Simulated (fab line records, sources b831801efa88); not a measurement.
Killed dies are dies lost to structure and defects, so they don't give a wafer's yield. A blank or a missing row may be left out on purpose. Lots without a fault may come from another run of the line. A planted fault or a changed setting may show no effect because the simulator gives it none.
Tool commonality check | flow gf180mcu | 12 lots, 36 wafers sampled

WHY IT WAS OPENED
At GF_V1_THK_MEAS_01 the reading V1_CVD_00_THK is flagged on 2 of 12 lots. Wafers without a fault read 597 nm, standard deviation 6.9.
Rule: a lot is flagged when every wafer of it that has a number lies more than 4 standard deviations from that mean, or none has a number. The other lots count as sound.

lot  | measured     | on            | V1_CVD_00_THK (nm), wafer by wafer | flag
L402 | day 16 14:13 | film_metro-02 | 600 589 594                        |
L404 | day 18 13:50 | film_metro-02 | 594 596 608                        |
L405 | day 18 15:41 | film_metro-03 | 596 599 595                        |
L406 | day 19 07:04 | film_metro-02 | 600 591 595                        |
L407 | day 19 19:31 | film_metro-03 | 584 588 594                        |
L409 | day 20 01:23 | film_metro-02 | 604 603 597                        |
L414 | day 22 04:29 | film_metro-02 | 308 305 295                        | FLAGGED
L417 | day 23 04:43 | film_metro-04 | 311 304 311                        | FLAGGED
L420 | day 24 00:32 | film_metro-04 | 598 590 598                        |
L422 | day 24 10:21 | film_metro-02 | 598 595 597                        |
L423 | day 24 22:32 | film_metro-02 | 595 592 589                        |
L425 | day 25 06:15 | film_metro-02 | 617 602 614                        |
The numbers of the flagged lots are 306 nm on average: -291 nm against the usual, or -42 standard deviations.

WHICH TOOL RAN EACH LOT
The record holds 2 process steps before the reading, out of a route of 602 steps. In each cell: the tool, then ch and the chambers that the sampled wafers went through, then the start.
lot  | flag    | GF_CONTACT_ETCH_16                 | GF_V1_CVD_00
L402 |         | rie_diel-03 ch 0,2,3, day 15 13:35 | hdpcvd-02 ch 0,1,2, day 16 14:09
L404 |         | rie_diel-03 ch 0,1,3, day 17 11:41 | hdpcvd-02 ch 0,1,2, day 18 13:46
L405 |         | rie_diel-03 ch 0,1,2, day 17 13:35 | hdpcvd-02 ch 0,1, day 18 15:36
L406 |         | rie_diel-02 ch 1,3, day 18 04:10   | hdpcvd-02 ch 0,1, day 19 06:59
L407 |         | rie_diel-04 ch 2,3, day 18 16:17   | hdpcvd-01 ch 0,1,2, day 19 19:26
L409 |         | rie_diel-04 ch 0,1,3, day 18 22:14 | hdpcvd-02 ch 0,1,2, day 20 01:17
L414 | FLAGGED | rie_diel-03 ch 0,2,3, day 21 01:47 | hdpcvd-01 ch 0,1,2, day 22 04:25
L417 | FLAGGED | rie_diel-04 ch 1,3, day 22 03:20   | hdpcvd-01 ch 0,1,2, day 23 04:38
L420 |         | rie_diel-04 ch 0,1,3, day 22 23:41 | hdpcvd-02 ch 1,2, day 24 00:26
L422 |         | rie_diel-03 ch 0,2, day 23 10:23   | hdpcvd-02 ch 0,2, day 24 10:16
L423 |         | rie_diel-03 ch 0,1, day 23 21:59   | hdpcvd-02 ch 0,1, day 24 22:28
L425 |         | rie_diel-03 ch 0,3, day 24 05:50   | hdpcvd-01 ch 1,2, day 25 06:11
What these steps do:
- GF_CONTACT_ETCH_16: etches BARC in N2/H2.
- GF_V1_CVD_00: deposits SiO2, target thk 600 nm, time 100 s.
- GF_V1_THK_MEAS_01

FLAGGED OVER TOTAL, TOOL BY TOOL (the gauges that took the reading come last)
step               | tool          | lots run | flagged | share of the flagged lots | sound lots run after its first flagged lot
GF_CONTACT_ETCH_16 | rie_diel-02   | 1        | 0       | none                      | -
GF_CONTACT_ETCH_16 | rie_diel-03   | 7        | 1       | some                      | 3 (L422,L423,L425)
GF_CONTACT_ETCH_16 | rie_diel-04   | 4        | 1       | some                      | 1 (L420)
GF_V1_CVD_00       | hdpcvd-01     | 4        | 2       | all                       | 1 (L425)
GF_V1_CVD_00       | hdpcvd-02     | 8        | 0       | none                      | -
GF_V1_THK_MEAS_01  | film_metro-02 | 8        | 1       | some                      | 3 (L422,L423,L425)
GF_V1_THK_MEAS_01  | film_metro-03 | 2        | 0       | none                      | -
GF_V1_THK_MEAS_01  | film_metro-04 | 2        | 1       | some                      | 1 (L420)

WHAT THE TABLE ALLOWS
1 row of the table ran every flagged lot: hdpcvd-01 at GF_V1_CVD_00.
- hdpcvd-01 at GF_V1_CVD_00: 2 of its 4 lots flagged. Sound lots ran on it after the first flagged one (L425), which a lasting fault on the whole tool wouldn't allow. Its own readings lie more than 4 standard deviations out on every wafer of the flagged lots: sih4_flow_sccm.
No row of the table ran every flagged lot and no sound lot after the first.

WHAT THE SIMULATOR HAD PUT IN
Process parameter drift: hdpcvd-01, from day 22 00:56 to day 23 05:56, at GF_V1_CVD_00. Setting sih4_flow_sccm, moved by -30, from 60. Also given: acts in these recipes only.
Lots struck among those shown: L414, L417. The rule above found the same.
